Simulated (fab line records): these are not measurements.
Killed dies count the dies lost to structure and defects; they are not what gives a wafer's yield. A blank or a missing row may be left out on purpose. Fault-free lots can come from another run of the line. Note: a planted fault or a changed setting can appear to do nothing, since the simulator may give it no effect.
The same fault as seen by 2 desks / flow gf180mcu / every desk sees just its own numbers, and what lay behind them comes last

## METROLOGY DESK
Means of the sampled wafers that have a number, per lot and without regard to the tool the lot ran on: this is what the gauges read. Marked OUT: a lot whose mean sits more than 4 standard deviations from the usual mean, which makes it out of limits; the brackets give that distance.
Columns: A = cdNm at GF_HV_LDD_CD_MEAS_07, usual 399.8 nm; B = HV_LDD_TW at GF_HV_LDD_TW_MEAS_11, usual 2410; C = cdNm at GF_HV_LDD_CD_MEAS_19, usual 400.2 nm
lot=L263; first seen here=day 10 06:13; A=395.5; B=2409; C=402.2
lot=L265; first seen here=day 10 21:53; A=399.8; B=2384; C=402.2
lot=L266; first seen here=day 11 05:56; A=398.9; B=2419; C=399.2
lot=L269; first seen here=day 12 05:49; A=398.7; B=2406; C=398.8
lot=L270; first seen here=day 12 13:42; A=399.3; B=2425; C=400.5
lot=L271; first seen here=day 12 22:14; A=398.5; B=2415; C=398.4
lot=L272; first seen here=day 13 04:44; A=401.3; B=2390; C=399.3
lot=L274; first seen here=day 13 23:51; A=393.5; B=2411; C=400.4
lot=L275; first seen here=day 14 02:06; A=392.7; B=2402; C=397.5
lot=L276; first seen here=day 14 10:13; A=403.5; B=2424; C=394.9
lot=L277; first seen here=day 14 18:53; A=397.2; B=2401; C=403.1
lot=L283; first seen here=day 16 12:11; A=400.7; B=2414; C=404.6
lot=L285; first seen here=day 17 02:19; A=400.2; B=2408; C=400.4
Result from this desk: across the 13 lots, nothing is out of limits.

## FOR THE TOOL OWNER'S DESK: lithoTrack-04
The tool's own readings at GF_HV_LDD_DEVELOP_06 (develop time 60 s): means of the sampled wafers that have a number, for each lot that ran on this tool. Marked OUT: a lot whose mean sits more than 4 standard deviations from the usual mean, which makes it out of limits; the brackets give that distance.
Columns: A = developerTempC at GF_HV_LDD_DEVELOP_06, usual 22.99 C
lot=L263; first seen here=day 10 06:05; A=22.96
lot=L270; first seen here=day 12 13:33; A=22.82
lot=L271; first seen here=day 12 22:06; A=22.99
lot=L274; first seen here=day 13 23:42; A=25.37 (+24) OUT
lot=L275; first seen here=day 14 01:57; A=25.35 (+24) OUT
This desk finds L274, L275 out of limits, L274 being first, at day 13 23:42 (developerTempC at GF_HV_LDD_DEVELOP_06). In limits: L263, L270, L271.

## ALL TOGETHER
At day 13 23:42, on L274, L275, the tool owner's desk was in a position to raise an alarm.
At the metrology desk, nothing out of limits was observed.
The metrology desk has L274, L275 on record, within its limits.
All the named lots went through GF_HV_LDD_DEVELOP_06 on lithoTrack-04.

## WHAT WAS PUT IN BY THE SIMULATOR
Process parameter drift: lithoTrack-04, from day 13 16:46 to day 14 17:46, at GF_HV_LDD_DEVELOP_06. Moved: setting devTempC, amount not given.
Shown lots that were struck: L274, L275.
Time in hours from fault onset to the first out-of-limits reading at each desk: the tool owner's desk, 7.
